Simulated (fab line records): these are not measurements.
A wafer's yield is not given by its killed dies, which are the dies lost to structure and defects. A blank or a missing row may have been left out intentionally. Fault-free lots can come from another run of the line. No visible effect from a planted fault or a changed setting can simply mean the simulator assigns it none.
fab line records | flow sky130
record: lots: 7 | wafers: 21 | lastDay: 49
route steps=708 shown VT_ADJUST_PCH@148 SONOS_TUNNEL@154
lots that met no fault: taken from a fault-free run of the same line
startH: hours from the record's opening day to when the first of the lot's shown wafers began | waitH: how many hours have passed since the lot's step before this one | " unchanged from the row above | L1.1+2: several wafers, shown together as one row | - either no value or no given start | * or withheld: withheld | < > ~ a bound
route shown NAME@n: a module of which the file shows steps, and the number in the route of the first | usual: the fault-free wafers' mean and standard deviation | same: alike in all rows | chamber/n: place in a boat | sites: each site's reading | _std_site: the values' standard deviation | _edge_site: mean of outer sites minus mean of inner sites | radiusMm: for every site, how far away it sits from the centre of the wafer | mask NAME#n: copy n | behind: the last tool/chamber to shape the wafer | hold: why the lot was held/for how many hours/how that ended | device: names the non-switching transistor (n, p or np) | end of line: the same wafers' tests at the end of the route | for a step that has no rows: nothing shown but its recipe | killed: dies that structure and defects cost at the first sort, which is not the same as the wafer's yield | map: per-die view of a wafer (x killed, . not killed, _ where there is no die)
set.NAME: the run value of the setting; set.NAME@STEP: its run value at that earlier step | model.NAME: the simulator's own value behind a step, which no gauge read
lots seen at some steps along the route; tables by step, rows by wafer
services: when a tool's chamber went out of use (startH, in hours from the record's first day, below 0 if earlier), for how many hours, and the reason
== steps ==
step: SKY_VT_ADJUST_PCH_PEB_05
recipe: tempC: 115 | timeS: withheld
step: SKY_VT_ADJUST_PCH_DEVELOP_06
recipe: wallAngleDeg: 90 | developer: TMAH | developTimeS: 60 | devTempC: 23
step: SKY_VT_ADJUST_PCH_OVL_MEAS_07
usual: VT_ADJUST_PCH_OVL: 1.0/1.5
lot.wafer | tool       | chamber | startH | waitH | VT_ADJUST_PCH_OVL[nm]
L295.1    | overlay-01 | -       | 221.59 | -     | 0.9
L295.5    | "          | -       | "      | "     | 2.3
L295.6    | "          | -       | "      | "     | 3.1
L304.1    | overlay-01 | -       | 306.75 | -     | -0.8
L304.2    | "          | -       | "      | "     | 0.2
L304.3    | "          | -       | "      | "     | -1.4
L305.1    | overlay-02 | -       | 320.91 | -     | 3.9
L305.3    | "          | -       | "      | "     | 4.1
L305.4    | "          | -       | "      | "     | 2.2
L308.3    | overlay-01 | -       | 345.66 | -     | 1.7
L308.4    | "          | -       | "      | "     | -0.1
L308.6    | "          | -       | "      | "     | 1.5
L311.2    | overlay-02 | -       | 360.01 | -     | 2.3
L311.5    | "          | -       | "      | "     | 1.5
L311.6    | "          | -       | "      | "     | 1.3
L310.2    | overlay-01 | -       | 360.36 | -     | 2.2
L310.4    | "          | -       | "      | "     | 2.1
L310.5    | "          | -       | "      | "     | 1.2
L313.1    | overlay-02 | -       | 368.45 | -     | 0.7
L313.2    | "          | -       | "      | "     | -1.2
L313.3    | "          | -       | "      | "     | 0.3
step: SKY_VT_ADJUST_PCH_IMPLANT_08
recipe: species: B | energyKev: 10 | doseCm2: 5e+11 | tiltDeg: withheld
step: SKY_VT_ADJUST_PCH_STRIP_09
recipe: chemistry: O2/N2 | powerW: 1400 | pressureMtorr: 1500 | platenTempC: withheld | o2FlowSccm: 3000 | n2FlowSccm: 300 | overashFraction: 0.5
usual: drypumpMotorCurrentA: 5.5/0.41 | oesProductAu: 0.723/0.0043 | stripTimeToEndpointS: 36.90/0.095
lot.wafer | tool           | chamber | startH | waitH | drypumpMotorCurrentA | oesProductAu | rfHoursCounterH | stripTimeToEndpointS
L295.1    | plasmaAsher-02 | 1       | 221.77 | 0.1   | 5.4                  | 0.721        | 55              | 36.83
L295.5    | "              | 1       | "      | "     | 5.4                  | 0.730        | -               | 36.84
L295.6    | "              | 0       | "      | "     | 5.7                  | 0.721        | -               | 36.85
L304.1    | plasmaAsher-03 | 0       | 306.93 | 0.1   | 5.0                  | 0.716        | 49              | 36.95
L304.2    | "              | 1       | "      | "     | 5.4                  | 0.715        | 49              | 37.05
L304.3    | "              | 0       | "      | "     | 5.1                  | 0.721        | -               | 36.97
L305.1    | plasmaAsher-03 | 1       | 321.10 | 0.1   | 5.4                  | 0.718        | 50              | 36.84
L305.3    | "              | 0       | "      | "     | 5.0                  | 0.719        | -               | 36.86
L305.4    | "              | 1       | "      | "     | 5.4                  | 0.722        | -               | 36.80
L308.3    | plasmaAsher-04 | 1       | 345.87 | 0.1   | 4.9                  | 0.720        | -               | 36.98
L308.4    | "              | 0       | "      | "     | 6.3                  | 0.721        | -               | 37.04
L308.6    | "              | 1       | "      | "     | 5.0                  | 0.726        | -               | 37.09
L311.2    | plasmaAsher-02 | 0       | 360.19 | 0.1   | 5.7                  | 0.725        | 68              | 37.05
L311.5    | "              | 0       | "      | "     | 5.7                  | 0.723        | -               | 36.91
L311.6    | "              | 1       | "      | "     | 5.4                  | 0.729        | -               | 36.97
L310.2    | plasmaAsher-02 | 0       | 360.54 | 0.1   | 5.8                  | 0.722        | 68              | 36.84
L310.4    | "              | 1       | "      | "     | 5.4                  | 0.720        | -               | 36.82
L310.5    | "              | 0       | "      | "     | 5.7                  | 0.718        | -               | 36.79
L313.1    | plasmaAsher-03 | 1       | 368.63 | 0.1   | 5.4                  | 0.733        | 55              | 36.83
L313.2    | "              | 0       | "      | "     | 5.0                  | 0.716        | 55              | 36.78
L313.3    | "              | 0       | "      | "     | 5.0                  | 0.719        | -               | 36.87
step: SKY_VT_ADJUST_PCH_TW_MEAS_10
usual: VT_ADJUST_PCH_TW: 143.2/0.79
lot.wafer | tool         | chamber | startH | waitH | VT_ADJUST_PCH_TW
L295.1    | filmMetro-03 | -       | 221.87 | 0.1   | 143.3
L295.5    | "            | -       | "      | "     | 143.5
L295.6    | "            | -       | "      | "     | 143.1
L304.1    | filmMetro-01 | -       | 307.03 | 0.1   | 143.2
L304.2    | "            | -       | "      | "     | 143.5
L304.3    | "            | -       | "      | "     | 143.3
L305.1    | filmMetro-04 | -       | 321.20 | 0.1   | 143.5
L305.3    | "            | -       | "      | "     | 143.0
L305.4    | "            | -       | "      | "     | 142.6
L308.3    | filmMetro-01 | -       | 345.95 | 0.1   | 144.0
L308.4    | "            | -       | "      | "     | 143.7
L308.6    | "            | -       | "      | "     | 143.2
L311.2    | filmMetro-04 | -       | 360.30 | 0.1   | 141.8
L311.5    | "            | -       | "      | "     | 143.0
L311.6    | "            | -       | "      | "     | 142.8
L310.2    | filmMetro-04 | -       | 360.65 | 0.1   | 143.1
L310.4    | "            | -       | "      | "     | 143.3
L310.5    | "            | -       | "      | "     | 142.2
L313.1    | filmMetro-01 | -       | 368.73 | 0.1   | 142.1
L313.2    | "            | -       | "      | "     | 143.4
L313.3    | "            | -       | "      | "     | 142.8
step: SKY_SONOS_TUNNEL_DEHYDRATE_00
recipe: tempC: 200 | timeS: 60
step: SKY_SONOS_TUNNEL_HMDS_01
recipe: primeTimeS: 60 | primeTempC: 120
step: SKY_SONOS_TUNNEL_COAT_02
recipe: resist: NOVOLAK | spinRpm: 3000 | resistThkNm: 1140
step: SKY_SONOS_TUNNEL_SOFTBAKE_03
recipe: tempC: 90 | timeS: 60 | resist: NOVOLAK
step: SKY_SONOS_TUNNEL_EXPOSE_04
recipe: maskId: TUNM | na: 0.6 | sourceShape: conventional | sigmaOuter: 0.6 | polarization: unpolarized | targetCdNm: 410 | doseMj: 136
step: SKY_SONOS_TUNNEL_PEB_05
recipe: tempC: withheld | timeS: * | resist: NOVOLAK
step: SKY_SONOS_TUNNEL_DEVELOP_06
recipe: resist: NOVOLAK | developer: TMAH | developTimeS: 60 | devTempC: 23
usual: chillPlateTempC: 22.98/0.096 | developTimeS: 60/0
lot.wafer | tool          | chamber | startH | waitH | chillPlateTempC | developTimeS
L295.1    | lithoTrack-03 | 0       | 244.31 | 0.1   | 23.24           | 60
L295.5    | "             | 0       | "      | "     | 23.06           | 60
L295.6    | "             | 0       | "      | "     | 23.04           | 60
L304.1    | lithoTrack-03 | 0       | 333.11 | 0.1   | 22.93           | 60
L304.2    | "             | 0       | "      | "     | 22.89           | 60
L304.3    | "             | 0       | "      | "     | 22.96           | 60
L305.1    | lithoTrack-01 | 0       | 347.82 | 0.1   | 22.95           | 60
L305.3    | "             | 0       | "      | "     | 22.96           | 60
L305.4    | "             | 0       | "      | "     | 23.02           | 60
L308.3    | lithoTrack-01 | -       | 374.17 | 0.1   | -               | -
L308.4    | "             | -       | "      | "     | -               | -
L308.6    | "             | -       | "      | "     | -               | -
L311.2    | lithoTrack-03 | -       | 388.18 | 0.1   | -               | -
L311.5    | "             | -       | "      | "     | -               | -
L311.6    | "             | -       | "      | "     | -               | -
L310.2    | lithoTrack-01 | -       | 388.69 | 0.1   | -               | -
L310.4    | "             | -       | "      | "     | -               | -
L310.5    | "             | -       | "      | "     | -               | -
L313.1    | lithoTrack-02 | 0       | 397.54 | 0.1   | 23.00           | 60
L313.2    | "             | 0       | "      | "     | 23.10           | 60
L313.3    | "             | 0       | "      | "     | 22.95           | 60
step: SKY_SONOS_TUNNEL_CD_MEAS_07
recipe: targetCdNm: 410
usual: cdNm: 409.8/2
lot.wafer | tool     | chamber | startH | waitH | cdNm
L295.1    | cdSem-01 | -       | 244.46 | 0.1   | 409.5
L295.5    | "        | -       | "      | "     | 410.3
L295.6    | "        | -       | "      | "     | 412.0
L304.1    | cdSem-02 | -       | 333.26 | 0.1   | 411.4
L304.2    | "        | -       | "      | "     | 412.6
L304.3    | "        | -       | "      | "     | 411.1
L305.1    | cdSem-01 | -       | 347.97 | 0.1   | 413.8
L305.3    | "        | -       | "      | "     | 410.0
L305.4    | "        | -       | "      | "     | 410.8
L308.3    | cdSem-01 | -       | 374.31 | 0.1   | -
L308.4    | "        | -       | "      | "     | -
L308.6    | "        | -       | "      | "     | -
L311.2    | cdSem-01 | -       | 388.33 | 0.1   | -
L311.5    | "        | -       | "      | "     | -
L311.6    | "        | -       | "      | "     | -
L310.2    | cdSem-01 | -       | 388.84 | 0.1   | -
L310.4    | "        | -       | "      | "     | -
L310.5    | "        | -       | "      | "     | -
L313.1    | cdSem-01 | -       | 397.69 | 0.1   | 408.0
L313.2    | "        | -       | "      | "     | 407.0
L313.3    | "        | -       | "      | "     | 407.5
== services ==
tool           | chamber | startH | hours | kind
plasmaAsher-02 | -       | 229.67 | 0.4   | repair
plasmaAsher-02 | -       | 275.73 | 4.3   | pm
plasmaAsher-02 | -       | 280.06 | 2.8   | pm
plasmaAsher-02 | -       | 344.40 | 9.3   | repair
plasmaAsher-02 | -       | 354.22 | 0.6   | repair
== key ==
firstSign: step: SKY_SONOS_TUNNEL_DEVELOP_06 | reading: toolRecord | direction: missing
effect none on later readings
metAt SKY_SONOS_TUNNEL_DEVELOP_06
struckWafers L308.3,L308.4,L308.6,L310.2,L310.4,L310.5,L311.2,L311.5,L311.6
laterRowsLeftOut L308.3,L308.4,L308.6,L310.2,L310.4,L310.5,L311.2,L311.5,L311.6
sortLeftOut L308.3,L308.4,L308.6,L310.2,L310.4,L310.5,L311.2,L311.5,L311.6
testerLeftOut L308,L310,L311
onsetBetween 347.82 374.17
fault: kind: skippedStepWhole | tool: lithoTrack-01,lithoTrack-03 | chamber: - | onsetH: 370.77 | steps: SKY_SONOS_TUNNEL_DEVELOP_06 | scope: struckLotsOnly
testerLeftOut: of these lots the tester's yield and bins aren't shown, on N5 and GAA mostly nor the transistor test; their killed dies are dies lost to structure and defects alone, not to doping, threshold or leakage, so they don't give the yield
sortLeftOut: the simulated sort isn't trusted on such a fault, so these wafers' sort isn't shown, and their yield isn't known
laterRowsLeftOut: the simulator's readings of these wafers behind a module that went badly wrong aren't trusted and aren't shown, but for the sort
